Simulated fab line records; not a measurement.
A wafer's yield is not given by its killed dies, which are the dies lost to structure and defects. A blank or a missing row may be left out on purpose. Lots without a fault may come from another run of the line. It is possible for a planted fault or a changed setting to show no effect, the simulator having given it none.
Which of the tools did it? :: flow sky130 :: 36 wafers from 12 lots sampled at 3 of the route's 708 steps

## WHAT THE GAUGES READ, wafer by wafer
SKY_VIA3_CD_MEAS_12 targets a cd of 200 nm.
lot: L075
measured: day 40 11:27
on: cd sem-02
cd nm (nm): 197.4 200.0 199.5

lot: L077
measured: day 40 13:10
on: cd sem-02
cd nm (nm): 200.8 200.2 201.3

lot: L079
measured: day 41 06:04
on: cd sem-02
cd nm (nm): 200.0 198.3 200.3

lot: L081
measured: day 41 21:37
on: cd sem-02
cd nm (nm): 199.2 199.0 200.1

lot: L083
measured: day 42 12:40
on: cd sem-01
cd nm (nm): 203.0 202.8 201.6

lot: L085
measured: day 42 20:03
on: cd sem-01
cd nm (nm): 199.4 200.0 200.2

lot: L087
measured: day 43 15:00
on: cd sem-01
cd nm (nm): 201.4 200.6 201.3

lot: L089
measured: day 44 01:50
on: cd sem-01
cd nm (nm): 200.4 199.3 200.0

lot: L093
measured: day 45 15:33
on: cd sem-02
cd nm (nm): 201.0 200.9 201.1

lot: L091
measured: day 45 17:48
on: cd sem-01
cd nm (nm): 200.4 199.6 199.1

lot: L092
measured: day 45 20:52
on: cd sem-01
cd nm (nm): 201.3 200.9 199.3

lot: L097
measured: day 46 01:37
on: cd sem-01
cd nm (nm): 201.4 200.5 200.6

## EACH LOT AND THE TOOL THAT RAN IT (in order: tool; ch and the chambers of the sampled wafers; start)
lot: L075
SKY_METAL3_SPUTTER_01: pvd sputter-01, day 37 05:48
SKY_METAL3_SPUTTER_04: pvd sputter-01, day 37 05:53

lot: L077
SKY_METAL3_SPUTTER_01: pvd sputter-02, day 37 06:51
SKY_METAL3_SPUTTER_04: pvd sputter-02, day 37 06:56

lot: L079
SKY_METAL3_SPUTTER_01: pvd sputter-02, day 38 00:19
SKY_METAL3_SPUTTER_04: pvd sputter-02, day 38 00:29

lot: L081
SKY_METAL3_SPUTTER_01: pvd sputter-02, day 38 16:24
SKY_METAL3_SPUTTER_04: pvd sputter-02, day 38 16:29

lot: L083
SKY_METAL3_SPUTTER_01: pvd sputter-02, day 39 07:59
SKY_METAL3_SPUTTER_04: pvd sputter-02, day 39 08:04

lot: L085
SKY_METAL3_SPUTTER_01: pvd sputter-04, day 39 17:04
SKY_METAL3_SPUTTER_04: pvd sputter-04, day 39 17:09

lot: L087
SKY_METAL3_SPUTTER_01: pvd sputter-04, day 40 12:46
SKY_METAL3_SPUTTER_04: pvd sputter-04, day 40 12:51

lot: L089
SKY_METAL3_SPUTTER_01: pvd sputter-04, day 41 00:36
SKY_METAL3_SPUTTER_04: pvd sputter-04, day 41 00:41

lot: L093
SKY_METAL3_SPUTTER_01: pvd sputter-02, day 42 19:10
SKY_METAL3_SPUTTER_04: pvd sputter-02, day 42 19:14

lot: L091
SKY_METAL3_SPUTTER_01: pvd sputter-01, day 42 22:59
SKY_METAL3_SPUTTER_04: pvd sputter-01, day 42 23:04

lot: L092
SKY_METAL3_SPUTTER_01: pvd sputter-04, day 43 02:17
SKY_METAL3_SPUTTER_04: pvd sputter-04, day 43 02:22

lot: L097
SKY_METAL3_SPUTTER_01: pvd sputter-02, day 43 08:18
SKY_METAL3_SPUTTER_04: pvd sputter-02, day 43 08:23
- SKY_METAL3_SPUTTER_01: material TiN, target thk 20 nm, time 16.7 s.
- SKY_METAL3_SPUTTER_04: material TiN, target thk 70 nm, time 58.3 s.

## THE ANSWER, worked out from the rows above alone
Rule: the usual values come from the lots themselves. Put in order of their means at a reading, lots are off if they are a third of the lots or fewer, leave a main group of 4 or more, and stand apart from it by a gap of 3 or more times the standard deviation of the main group's means; of several such gaps the widest counts. A main group is skipped when, at the precision printed for the reading in the tables above, its means are all equal. Also off: a lot with no number at a reading for which 4 or more lots have one. Where the step has rows for the other lots, those lots are counted as sound.
No lot is off at any reading shown: from this, nothing can be told.

## WHAT THE SIMULATOR PUT IN
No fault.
